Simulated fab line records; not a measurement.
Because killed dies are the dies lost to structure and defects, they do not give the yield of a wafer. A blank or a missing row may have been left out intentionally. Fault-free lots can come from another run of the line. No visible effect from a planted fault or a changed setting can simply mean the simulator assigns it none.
What tool caused it? | flow sky130 | 11 lots, 32 wafers sampled, at 2 steps of a route of 708

== WHAT THE GAUGES READ, wafer by wafer ==
SKY_METAL3_CD_MEAS_13 targets a cd of 300 nm. Usual: 299.8 nm for cd_nm, sd 1.3.
lot  | measured     | on        | cd_nm (nm)        | flag
L376 | day 38 20:12 | cd_sem-02 | 299.7 299.3 301.5 |
L378 | day 39 14:29 | cd_sem-01 | 300.3 299.4 299.3 |
L383 | day 41 04:14 | cd_sem-02 | 299.8 298.6 299.0 |
L384 | day 41 05:29 | cd_sem-02 | 298.6 298.9 298.6 |
L386 | day 41 20:30 | cd_sem-02 | 300.8 300.8       |
L387 | day 42 04:49 | cd_sem-01 | 299.1 298.1 298.3 |
L388 | day 42 10:38 | cd_sem-01 | 300.9 301.0 301.3 |
L394 | day 43 22:20 | cd_sem-02 | 300.4 300.6 299.4 |
L396 | day 44 11:20 | cd_sem-01 | 302.9 301.1 301.4 |
L398 | day 44 20:27 | cd_sem-02 | 301.8 300.0 300.2 |
L397 | day 45 01:52 | cd_sem-02 | 301.8 299.5 301.3 |

SKY_VIA3_THK_MEAS_01. Usual: VIA3_HDPCVD_THK 1628 nm, standard deviation 15.
lot  | measured     | on            | VIA3_HDPCVD_THK (nm) | flag
L376 | day 38 21:26 | film_metro-03 | 1627 1608 1613       |
L378 | day 39 15:44 | film_metro-03 | 1647 1644 1649       |
L383 | day 41 05:29 | film_metro-02 | 1620 1616 1638       |
L384 | day 41 06:44 | film_metro-02 | 1625 1638 1626       |
L386 | day 41 21:43 | film_metro-03 | 1632 1639            |
L387 | day 42 06:29 | film_metro-02 | 1624 1640 1611       |
L388 | day 42 12:18 | film_metro-01 | 1636 1625 1660       |
L394 | day 43 23:34 | film_metro-03 | 1634 1640 1635       |
L396 | day 44 12:36 | film_metro-03 | 1630 1629 1619       |
L398 | day 44 21:41 | film_metro-03 | 1608 1598 1613       |
L397 | day 45 03:12 | film_metro-02 | 1640 1618 1615       |

== WHAT TOOL EACH LOT RAN ON (gives the tool, then ch and the chambers of the sampled wafers, and finally the start) ==
The record holds no process step before these readings.

== WHAT THE TOOLS THEMSELVES READ (means of the sampled wafers that have a number; where no wafer has one, the mark that the record gives instead) ==
The record holds no such reading with a usual standard deviation.

== THE ANSWER, worked out from the rows above alone ==
Rule: lot off if the mean of its wafers having a number is beyond 3 standard deviations from the usual mean. A lot without any number at a reading at which 4 lots or more have one is off too. Any other lot the step has rows for is counted as sound. The gauges are gone through in route order, then the tools' own readings, and for those a lot's mean is taken as printed above. The first step at which some lot is off is used, and at that step the reading that is off furthest; a lot without a number counts as furthest.
No lot is off on any of the readings shown, so nothing can be concluded from this.

== WHAT THE SIMULATOR PUT IN ==
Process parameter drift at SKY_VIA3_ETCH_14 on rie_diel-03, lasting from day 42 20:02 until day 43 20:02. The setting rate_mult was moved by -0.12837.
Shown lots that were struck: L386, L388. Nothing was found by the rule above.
